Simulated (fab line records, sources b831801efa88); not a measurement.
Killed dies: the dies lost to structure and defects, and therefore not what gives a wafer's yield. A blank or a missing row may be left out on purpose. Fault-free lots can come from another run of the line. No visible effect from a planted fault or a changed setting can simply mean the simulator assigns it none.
fab line records	flow gf180mcu
record: lots: 7	wafers: 18	last-day: 34
route steps=602 shown PSD@258 NSD@262 SAB@264
lots untouched by any fault: they come from a run of this same line in which no faults occurred
start-h: hours from the record's opening day to when the first of the lot's shown wafers began	wait-h: time in hours since the lot's previous step	" unchanged from the row above	L1.1+2: several wafers, shown together as one row	- value missing, or start not given	* or withheld: withheld	< > ~ a bound
route shown NAME@n: names a module that has steps shown in the file, with the first one's number in the route	usual: mean/standard deviation of fault-free wafers	same: alike in all rows	chamber/n: place in a boat	sites: the reading at each site	_std_site: standard deviation of those values	_edge_site: inner sites' mean taken away from outer sites' mean	radius-mm: for every site, how far away it sits from the centre of the wafer	mask NAME#n: copy n	behind: tool/chamber where the wafer was last shaped	hold: reason for holding the lot/hours on hold/outcome of the hold	device: whichever transistor did not switch (one of n, p or np)	end of line: the same wafers' tests at the end of the route	a step given without rows: its recipe and nothing more	killed: dies lost to structure and defects at the first sort, not the wafer's yield	map: the dies of a wafer, with x for killed, . for not killed, _ for no die there
set.NAME: the setting that was run; set.NAME@STEP: the one run at that earlier step	model.NAME: the simulator's own value behind a step, which no gauge read
lots at selected steps of the route; one table per step, one row per wafer
services: when a tool's chamber went out of use (start-h, in hours from the record's first day, below 0 if earlier), for how many hours, and the reason
== steps ==
step: GF_PSD_STRIP_10
recipe: chemistry: O2/N2	power-w: 1400	pressure-mtorr: 1500	platen-temp-c: 250	o2-flow-sccm: 3000	n2-flow-sccm: 300	overash-fraction: 0.5
usual: drypump-motor-current-A: 6.0/0.32	heater-power-w: 340/27	oes-product-au: 0.592/0.0045	strip-time-to-endpoint-s: 16.53/0.039
lot.wafer	tool	chamber	start-h	wait-h	drypump-motor-current-A	heater-power-w	oes-product-au	rf-hours-counter-h	strip-time-to-endpoint-s
L232.1	plasma-asher-03	0	327.69	0.1	5.7	339	0.598	22	16.50
L232.2	"	1	"	"	6.4	380	0.587	22	16.46
L232.5	"	1	"	"	6.3	377	0.596	-	16.47
L235.5	plasma-asher-03	1	354.86	0.1	6.4	387	0.590	-	16.56
L235.6	"	0	"	"	5.8	338	0.593	-	16.55
L236.2	plasma-asher-02	0	357.39	0.1	6.3	339	0.592	55	16.53
L236.3	"	1	"	"	6.1	324	0.584	-	16.50
L238.2	plasma-asher-02	1	378.18	0.1	6.2	321	0.590	57	16.52
L238.6	"	0	"	"	6.2	339	0.590	-	16.53
L248.2	plasma-asher-02	1	476.02	0.1	6.1	321	0.583	68	16.53
L248.4	"	0	"	"	6.2	343	0.593	-	16.51
L248.6	"	1	"	"	6.1	329	0.594	-	16.48
L250.1	plasma-asher-02	0	493.49	0.1	6.2	335	0.599	70	16.54
L250.4	"	1	"	"	6.2	317	0.590	-	16.54
L250.6	"	1	"	"	6.2	323	0.594	-	16.56
L252.4	plasma-asher-03	0	505.09	0.1	5.7	331	0.592	-	16.55
L252.5	"	0	"	"	5.7	332	0.591	-	16.54
L252.6	"	1	"	"	6.3	386	0.589	-	16.60
step: GF_PSD_TW_MEAS_11
usual: PSD_TW: 3180/31
lot.wafer	tool	chamber	start-h	wait-h	PSD_TW
L232.1	film-metro-03	-	327.79	0.1	3183
L232.2	"	-	"	"	3193
L232.5	"	-	"	"	3186
L235.5	film-metro-03	-	354.93	0.0	3203
L235.6	"	-	"	"	3214
L236.2	film-metro-02	-	357.52	0.1	3220
L236.3	"	-	"	"	3198
L238.2	film-metro-03	-	378.29	0.1	3178
L238.6	"	-	"	"	3181
L248.2	film-metro-02	-	476.13	0.1	3223
L248.4	"	-	"	"	3221
L248.6	"	-	"	"	3219
L250.1	film-metro-03	-	493.59	0.1	3168
L250.4	"	-	"	"	3174
L250.6	"	-	"	"	3185
L252.4	film-metro-02	-	505.19	0.1	3196
L252.5	"	-	"	"	3209
L252.6	"	-	"	"	3203
step: GF_PSD_CLEAN_12
recipe: chemistry: SC1/SC2	mix: 1:4:20	temp-c: 70	time-s: 150	dry: n2-spin
step: GF_PSD_RTA_13
recipe: temp-c: 1025	time-s: 20	ambient: N2
usual: lamp-power-pct: 33/3.7	wafer_temp_C_max: 1031.9/1.5
lot.wafer	tool	chamber	start-h	wait-h	lamp-power-pct	wafer_temp_C_max
L232.1	rtp-anneal-01	0	327.90	0.0	38	1030.5
L232.2	"	0	"	"	38	1030.1
L232.5	"	0	"	"	38	1029.3
L235.5	rtp-anneal-01	0	355.06	0.1	38	1029.3
L235.6	"	0	"	"	38	1031.3
L236.2	rtp-anneal-02	0	357.63	0.0	31	1031.6
L236.3	"	0	"	"	31	1034.5
L238.2	rtp-anneal-01	0	378.40	0.0	38	1030.3
L238.6	"	0	"	"	38	1030.4
L248.2	rtp-anneal-01	0	476.25	0.0	38	1031.3
L248.4	"	0	"	"	38	1029.4
L248.6	"	0	"	"	38	1030.3
L250.1	rtp-anneal-02	0	493.70	0.0	31	1031.5
L250.4	"	0	"	"	31	1031.7
L250.6	"	0	"	"	31	1032.5
L252.4	rtp-anneal-02	0	505.31	0.0	31	1031.6
L252.5	"	0	"	"	31	1032.5
L252.6	"	0	"	"	31	1032.3
step: GF_PSD_RS_MEAS_14
recipe: thk-meas-gauge: four-point-probe
usual: NSD_RS: 46.17/0.11
lot.wafer	tool	chamber	start-h	wait-h	NSD_RS[ohm/sq]
L232.1	film-metro-03	-	327.98	0.1	46.16
L232.2	"	-	"	"	46.12
L232.5	"	-	"	"	46.10
L235.5	film-metro-04	-	355.16	0.1	46.35
L235.6	"	-	"	"	46.30
L236.2	film-metro-02	-	357.72	0.1	46.27
L236.3	"	-	"	"	46.15
L238.2	film-metro-03	-	378.49	0.1	46.17
L238.6	"	-	"	"	46.19
L248.2	film-metro-02	-	476.34	0.1	45.95
L248.4	"	-	"	"	46.01
L248.6	"	-	"	"	45.92
L250.1	film-metro-02	-	493.78	0.1	46.14
L250.4	"	-	"	"	46.09
L250.6	"	-	"	"	45.90
L252.4	film-metro-04	-	505.41	0.1	46.20
L252.5	"	-	"	"	46.22
L252.6	"	-	"	"	46.25
step: GF_PSD_RS_MEAS_15
recipe: thk-meas-gauge: four-point-probe
usual: PSD_RS: 108.65/0.3
lot.wafer	tool	chamber	start-h	wait-h	PSD_RS[ohm/sq]
L232.1	film-metro-03	-	328.10	0.1	108.75
L232.2	"	-	"	"	108.63
L232.5	"	-	"	"	108.75
L235.5	film-metro-04	-	355.28	0.1	108.85
L235.6	"	-	"	"	108.88
L236.2	film-metro-02	-	357.84	0.1	108.55
L236.3	"	-	"	"	108.89
L238.2	film-metro-03	-	378.61	0.1	108.49
L238.6	"	-	"	"	108.28
L248.2	film-metro-02	-	476.46	0.1	108.39
L248.4	"	-	"	"	108.26
L248.6	"	-	"	"	107.80
L250.1	film-metro-02	-	493.90	0.1	108.63
L250.4	"	-	"	"	108.42
L250.6	"	-	"	"	108.35
L252.4	film-metro-04	-	505.53	0.1	108.72
L252.5	"	-	"	"	108.66
L252.6	"	-	"	"	108.71
step: GF_SAB_CVD_00
recipe: material: SiO2	target-thk-nm: 50	precursor: TEOS	temp-c: 400	time-s: 4.9302	rf-w: 600
usual: heater-power-w: 678/96
lot.wafer	tool	chamber	start-h	wait-h	heater-power-w
L232.1	pecvd-02	2	328.22	0.1	591
L232.2	"	1	"	"	460
L232.5	"	2	"	"	602
L235.5	pecvd-01	0	355.33	0.0	643
L235.6	"	2	"	"	671
L236.2	pecvd-03	0	357.94	0.1	597
L236.3	"	1	"	"	706
L238.2	pecvd-03	2	378.71	0.1	815
L238.6	"	2	"	"	805
L248.2	pecvd-02	1	476.56	0.1	552
L248.4	"	2	"	"	633
L248.6	"	0	"	"	854
L250.1	pecvd-01	0	494.02	0.1	574
L250.4	"	0	"	"	581
L250.6	"	1	"	"	841
L252.4	pecvd-02	0	505.60	0.0	748
L252.5	"	1	"	"	560
L252.6	"	2	"	"	621
step: GF_SAB_THK_MEAS_01
recipe: reads: SiO2_of_SAB_CVD_00
usual: SAB_CVD_00_THK: 50.0/0.75
lot.wafer	tool	chamber	start-h	wait-h	SAB_CVD_00_THK[nm]
L232.1	film-metro-02	-	328.24	0.0	49.7
L232.2	"	-	"	"	50.9
L232.5	"	-	"	"	51.1
L235.5	film-metro-03	-	355.38	0.0	50.4
L235.6	"	-	"	"	50.2
L236.2	film-metro-01	-	357.97	0.0	50.1
L236.3	"	-	"	"	49.7
L238.2	film-metro-02	-	378.74	0.0	49.3
L238.6	"	-	"	"	50.0
L248.2	film-metro-01	-	476.59	0.0	49.8
L248.4	"	-	"	"	48.9
L248.6	"	-	"	"	49.9
L250.1	film-metro-03	-	494.04	0.0	48.5
L250.4	"	-	"	"	50.0
L250.6	"	-	"	"	49.8
L252.4	film-metro-02	-	505.64	0.0	50.7
L252.5	"	-	"	"	50.9
L252.6	"	-	"	"	50.7
step: GF_SAB_DEHYDRATE_02
recipe: temp-c: 200	time-s: 60
step: GF_SAB_HMDS_03
recipe: prime-time-s: 60	prime-temp-c: 120
step: GF_SAB_COAT_04
recipe: resist: NOVOLAK	spin-rpm: 3000	resist-thk-nm: 1000
step: GF_SAB_SOFTBAKE_05
recipe: temp-c: 90	time-s: 60	resist: NOVOLAK
step: GF_SAB_EXPOSE_06
recipe: mask-id: SAB	target-cd-nm: 420	na: 0.6	source-shape: conventional	sigma-outer: 0.6	dose-mj: 140
lot.wafer	tool	chamber	start-h	wait-h	mask
L232.1+2+5	iline-stepper-02	0	337.55	-	SAB#0
L235.5+6	iline-stepper-01	0	368.91	-	SAB#0
L236.2+3	iline-stepper-01	0	368.96	-	SAB#0
L238.2+6	iline-stepper-01	0	389.18	-	SAB#0
L248.2+4+6	iline-stepper-02	0	488.42	-	SAB#0
L250.1+4+6	iline-stepper-01	0	506.26	-	SAB#0
L252.4+5+6	iline-stepper-02	0	517.38	-	SAB#0
step: GF_SAB_PEB_07
recipe: temp-c: withheld	time-s: *	resist: NOVOLAK
step: GF_SAB_DEVELOP_08
recipe: develop-time-s: 60	dev-temp-c: 23
step: GF_SAB_CD_MEAS_09
recipe: target-cd-nm: 420
usual: cd-nm: 419.5/2
lot.wafer	tool	chamber	start-h	wait-h	cd-nm
L232.1	cd-sem-01	-	348.45	0.1	418.9
L232.2	"	-	"	"	418.1
L232.5	"	-	"	"	419.9
L235.5	cd-sem-02	-	379.67	0.1	420.9
L235.6	"	-	"	"	327.6
L236.2	cd-sem-01	-	379.75	0.1	326.2
L236.3	"	-	"	"	421.0
L238.2	cd-sem-01	-	400.27	0.1	348.5
L238.6	"	-	"	"	347.1
L248.2	cd-sem-01	-	500.01	0.1	417.4
L248.4	"	-	"	"	414.9
L248.6	"	-	"	"	415.8
L250.1	cd-sem-01	-	517.43	0.1	417.6
L250.4	"	-	"	"	417.4
L250.6	"	-	"	"	418.4
L252.4	cd-sem-02	-	528.85	0.1	421.1
L252.5	"	-	"	"	419.5
L252.6	"	-	"	"	419.0
step: GF_SAB_OVL_MEAS_10
usual: SAB_OVL: -1.1/1.4
lot.wafer	tool	chamber	start-h	wait-h	SAB_OVL[nm]
L232.1	overlay-01	-	348.57	0.1	-1.6
L232.2	"	-	"	"	-2.3
L232.5	"	-	"	"	-0.1
L235.5	overlay-01	-	379.74	0.0	-0.7
L235.6	"	-	"	"	0.5
L236.2	overlay-02	-	379.86	0.1	-3.1
L236.3	"	-	"	"	-3.6
L238.2	overlay-02	-	400.38	0.1	-0.7
L238.6	"	-	"	"	-2.6
L248.2	overlay-01	-	500.12	0.1	-0.2
L248.4	"	-	"	"	-2.5
L248.6	"	-	"	"	-1.9
L250.1	overlay-01	-	517.56	0.1	1.1
L250.4	"	-	"	"	0.8
L250.6	"	-	"	"	0.8
L252.4	overlay-01	-	528.93	0.1	-1.9
L252.5	"	-	"	"	-1.2
L252.6	"	-	"	"	1.1
step: GF_SAB_ETCH_11
recipe: chemistry: C4F8/O2/Ar	mask-material: NOVOLAK	target: SiO2	target-depth-nm: 55	source-w: 1500	bias-w: 1200	pressure-mtorr: 40	c4f8-flow-sccm: withheld	O2_flow_sccm: 6	Ar_flow_sccm: 300	time-s: 8.5
usual: oes-product-au: 1.002/0.0086
lot.wafer	tool	chamber	start-h	wait-h	oes-product-au	rf-hours-counter-h	model.SAB.cd-nm
L232.1	rie-diel-02	2	348.60	0.0	0.999	1	418.4
L232.2	"	1	"	"	1.015	114	417.4
L232.5	"	2	"	"	1.001	-	419.1
L235.5	rie-diel-02	1	379.76	0.0	1.004	-	420.9
L235.6	"	0	"	"	1.013	-	328.4
L236.2	rie-diel-04	3	379.89	0.0	1.013	5	326
L236.3	"	2	"	"	1.001	13	421.4
L238.2	rie-diel-03	3	400.41	0.0	0.995	7	347.9
L238.6	"	2	"	"	1.012	-	347.1
L248.2	rie-diel-04	3	500.15	0.0	1.013	8	417.2
L248.4	"	0	"	"	1.014	6	414.9
L248.6	"	0	"	"	1.005	-	415.9
L250.1	rie-diel-04	1	517.59	0.0	1.004	8	417.6
L250.4	"	3	"	"	1.005	9	417.8
L250.6	"	1	"	"	0.991	-	418.1
L252.4	rie-diel-02	1	528.95	0.0	0.995	5	421.3
L252.5	"	2	"	"	0.998	-	418.8
L252.6	"	3	"	"	0.988	-	419.7
step: GF_SAB_WET_ETCH_12
recipe: chemistry: dHF	target-depth-nm: 22	dry: n2-spin	target: SiO2	temp-c: 25	dilution: 100:1	time-s: 440
== services ==
tool	chamber	start-h	hours	kind
rie-diel-02	-	306.54	0.2	repair
iline-stepper-02	-	315.87	2.1	pm
iline-stepper-02	-	326.89	2.1	repair
pecvd-02	2	351.55	11.6	repair
plasma-asher-02	-	354.12	2.8	pm
iline-stepper-02	-	359.91	4.4	pm
iline-stepper-02	-	365.29	4.8	repair
iline-stepper-01	-	371.50	1.3	repair
iline-stepper-01	-	377.79	8.9	pm
iline-stepper-02	-	384.96	2.5	repair
rie-diel-04	-	388.65	0.3	repair
iline-stepper-01	-	389.44	13.2	repair
plasma-asher-03	-	391.87	0.7	repair
iline-stepper-02	-	402.65	1.7	pm
rie-diel-04	1	416.48	4.3	repair
pecvd-02	-	454.31	2.5	repair
iline-stepper-01	-	469.92	2.2	repair
iline-stepper-01	-	486.71	1.7	pm
plasma-asher-02	-	498.68	1.3	repair
rie-diel-02	2	501.31	7.0	repair
rie-diel-02	0	508.96	6.9	repair
iline-stepper-01	-	510.27	20.0	repair
iline-stepper-01	-	513.22	1.8	repair
plasma-asher-03	-	515.50	14.6	pm
== key ==
first-sign: step: GF_SAB_CD_MEAS_09	reading: cd-nm	direction: down	sigmas: 40	usual: 419.5	struck: 337.4
effect none on later readings
model-effect: step: GF_SAB_ETCH_11	value: SAB.cd-nm	without: 421.6	struck: 337.4
met-at GF_SAB_EXPOSE_06
struck-wafers L235.6,L236.2,L238.2,L238.6
later-rows-left-out L235.6,L236.2
sort-left-out L235.6,L236.2,L238.2,L238.6
tester-left-out L235,L236,L238
fault: kind: process-parameter-drift	tool: iline-stepper-01	chamber: -	onset-h: 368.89	steps: GF_SAB_EXPOSE_06	channel: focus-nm	offset: 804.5	shape: step	end-h: 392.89	scope: struck-wafers-only
tester-left-out: of these lots the tester's yield and bins aren't shown, on N5 and GAA mostly nor the transistor test; their killed dies are dies lost to structure and defects alone, not to doping, threshold or leakage, so they don't give the yield
sort-left-out: the simulated sort isn't trusted on such a fault, so these wafers' sort isn't shown, and their yield isn't known
later-rows-left-out: the simulator's readings of these wafers behind a module that went badly wrong aren't trusted and aren't shown, but for the sort
